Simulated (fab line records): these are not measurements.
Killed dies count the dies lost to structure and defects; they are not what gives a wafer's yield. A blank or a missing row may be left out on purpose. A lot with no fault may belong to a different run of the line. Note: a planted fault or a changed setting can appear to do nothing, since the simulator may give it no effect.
Check for tools in common	flow sky130	Lots sampled 11, wafers sampled 33

== REASON FOR OPENING ==
SKY_SD_N_RS_MEAS_16, reading SD_N_RS: flagged on 2 of 11 lots. No-fault wafers: 68.49 ohm/sq, standard deviation 0.11.
Rule: a lot is flagged in two cases, either no wafer of it has a number, or all its wafers with numbers fall more than 4 standard deviations from that mean. All remaining lots are regarded as sound.

lot	measured	on	SD_N_RS (ohm/sq), wafer by wafer	flag
L323	day 29 01:08	film-metro-03	68.62 68.72 68.60	
L324	day 29 19:32	film-metro-02	68.46 68.49 68.41	
L325	day 29 19:50	film-metro-04	68.48 68.52 68.57	
L326	day 30 08:07	film-metro-02	68.37 68.52 68.36	
L334	day 33 03:14	film-metro-03	66.46 66.38 66.49	FLAGGED
L337	day 33 17:44	film-metro-04	66.26 66.50 66.40	FLAGGED
L338	day 34 03:43	film-metro-04	68.43 68.47 68.43	
L339	day 34 09:43	film-metro-04	68.52 68.40 68.45	
L341	day 35 14:42	film-metro-04	68.63 68.55 68.36	
L343	day 35 19:28	film-metro-03	68.62 68.59 68.64	
L344	day 35 19:43	film-metro-02	68.44 68.44 68.63	
On average the flagged lots' numbers are 66.41 ohm/sq, which is -2.08 ohm/sq against the usual, or -19 standard deviations.

== WHICH TOOL RAN EACH LOT ==
Before the reading, the record contains 2 process steps out of a 708-step route. Read each cell as the tool, then ch plus the chambers that the sampled wafers visited, then the start.
lot	flag	SKY_SD_N_IMPLANT_09	SKY_SD_N_STRIP_11
L323		implanter-02 ch 0, day 29 00:27	plasma-asher-02 ch 0,1, day 29 00:45
L324		implanter-02 ch 0, day 29 18:51	plasma-asher-03 ch 0,1, day 29 19:08
L325		implanter-01 ch 0, day 29 19:09	plasma-asher-04 ch 0,1, day 29 19:26
L326		implanter-03 ch 0, day 30 07:22	plasma-asher-02 ch 0,1, day 30 07:40
L334	FLAGGED	implanter-02 ch 0, day 33 02:33	plasma-asher-03 ch 0,1, day 33 02:49
L337	FLAGGED	implanter-02 ch 0, day 33 17:03	plasma-asher-02 ch 0,1, day 33 17:19
L338		implanter-03 ch 0, day 34 03:01	plasma-asher-04 ch 0,1, day 34 03:19
L339		implanter-01 ch 0, day 34 09:00	plasma-asher-03 ch 0,1, day 34 09:18
L341		implanter-01 ch 0, day 35 14:02	plasma-asher-04 ch 0,1, day 35 14:19
L343		implanter-01 ch 0, day 35 18:48	plasma-asher-02 ch 0,1, day 35 19:04
L344		implanter-03 ch 0, day 35 19:02	plasma-asher-03 ch 0,1, day 35 19:20
What these steps do:
- SKY_SD_N_IMPLANT_09
- SKY_SD_N_STRIP_11: strips in O2/N2.
- SKY_SD_N_RS_MEAS_16: measures by four-point-probe.

== FLAGGED OVER TOTAL, TOOL BY TOOL (the gauges that took the reading come last) ==
step	tool	lots run	flagged	share of the flagged lots	sound lots run after its first flagged lot
SKY_SD_N_IMPLANT_09	implanter-01	4	0	none	-
SKY_SD_N_IMPLANT_09	implanter-02	4	2	all	0
SKY_SD_N_IMPLANT_09	implanter-03	3	0	none	-
SKY_SD_N_STRIP_11	plasma-asher-02	4	1	some	1 (L343)
SKY_SD_N_STRIP_11	plasma-asher-03	4	1	some	2 (L339,L344)
SKY_SD_N_STRIP_11	plasma-asher-04	3	0	none	-
SKY_SD_N_RS_MEAS_16	film-metro-02	3	0	none	-
SKY_SD_N_RS_MEAS_16	film-metro-03	3	1	some	1 (L343)
SKY_SD_N_RS_MEAS_16	film-metro-04	5	1	some	3 (L338,L339,L341)

== WHAT THE TABLE PERMITS ==
In the table, 1 row covers all flagged lots: implanter-02 at SKY_SD_N_IMPLANT_09.
- implanter-02 at SKY_SD_N_IMPLANT_09 ran 4 lots, 2 of them flagged. Its last sound lot is L324 (day 29 18:51), its first flagged lot L334 (day 33 02:33): a fault that began between those two fits. Its own readings (beam-energy-keV) fall more than 4 standard deviations out on all wafers of the flagged lots.
Left over: one tool, implanter-02 at SKY_SD_N_IMPLANT_09.

== WHAT THE SIMULATOR HAD INSERTED ==
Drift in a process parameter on implanter-02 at SKY_SD_N_IMPLANT_09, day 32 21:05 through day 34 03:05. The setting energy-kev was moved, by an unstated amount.
Lots struck among those shown: L334, L337. Same finding as the rule above.
